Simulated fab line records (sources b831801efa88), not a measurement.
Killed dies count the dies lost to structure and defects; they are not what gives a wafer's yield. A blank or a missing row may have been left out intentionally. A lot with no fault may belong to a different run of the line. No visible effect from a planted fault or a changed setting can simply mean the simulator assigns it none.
One fault seen from 2 desks + flow sky130 + each desk holds nothing but its own numbers, with what lay behind them at the end

METROLOGY DESK
What the gauges read for every lot (on any tool): the sampled wafers with a number, averaged. Marked OUT: a lot whose mean sits more than 4 standard deviations from the usual mean, which makes it out of limits; the brackets give that distance.
Columns: A = VIA3_HDPCVD_THK at SKY_VIA3_THK_MEAS_01, usual 1623 nm; B = VIA3_BOW at SKY_VIA3_BOW_MEAS_03, usual 79 um; C = cd-nm at SKY_VIA3_CD_MEAS_12, usual 199.7 nm; D = VIA3_OVL at SKY_VIA3_OVL_MEAS_13, usual -3 nm
| lot  | first seen here | A    | B  | C     | D   |
|------|-----------------|------|----|-------|-----|
| L424 | day 40 04:08    | 1617 | 72 | 197.9 | -2  |
| L430 | day 41 17:24    | 1610 | 86 | 200.3 | -11 |
| L435 | day 43 01:55    | 1644 | 88 | 193.9 | -1  |
| L438 | day 43 14:17    | 1618 | 79 | 197.2 | -4  |
| L442 | day 45 00:35    | 1644 | 90 | 202.4 | 2   |
| L444 | day 45 03:51    | 1623 | 94 | 198.3 | -6  |
Result from this desk: across the 6 lots, nothing is out of limits.

TOOL OWNER'S DESK, krf-scanner-01
The tool's own readings at SKY_VIA3_EXPOSE_09 (exposes mask VIM3, target cd 200 nm): means of the sampled wafers that have a number, for each lot that ran on this tool. Marked OUT: a lot whose mean sits more than 4 standard deviations from the usual mean, which makes it out of limits; the brackets give that distance.
Columns: A = exposure-dose-mJ-cm2 at SKY_VIA3_EXPOSE_09, usual 37.98; B = reticle-temp-C at SKY_VIA3_EXPOSE_09, usual 23.01 C
| lot  | first seen here | A               | B     |
|------|-----------------|-----------------|-------|
| L424 | day 40 16:36    | 37.95           | 23.12 |
| L430 | day 42 06:25    | 37.98           | 22.82 |
| L435 | day 43 13:10    | 37.41 (-15) OUT | 23.01 |
| L438 | day 44 03:58    | 37.44 (-14) OUT | 22.92 |
This desk's finding: out of limits on L435, L438; first on L435, day 43 13:10 (exposure-dose-mJ-cm2 at SKY_VIA3_EXPOSE_09). Within limits: L424, L430.

PUT TOGETHER
On L435, L438, at day 43 13:10, an alarm was possible from the tool owner's desk.
The metrology desk saw nothing out of limits.
The metrology desk holds a record of L435, L438, inside its limits.
Every lot named ran SKY_VIA3_EXPOSE_09 on krf-scanner-01.

WHAT WAS PUT IN BY THE SIMULATOR
Process parameters drifting: krf-scanner-01 at SKY_VIA3_EXPOSE_09, beginning at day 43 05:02. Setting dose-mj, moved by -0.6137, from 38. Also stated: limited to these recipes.
Lots struck among those shown: L435, L438.
Time in hours from fault onset to the first out-of-limits reading at each desk: the tool owner's desk, 8.
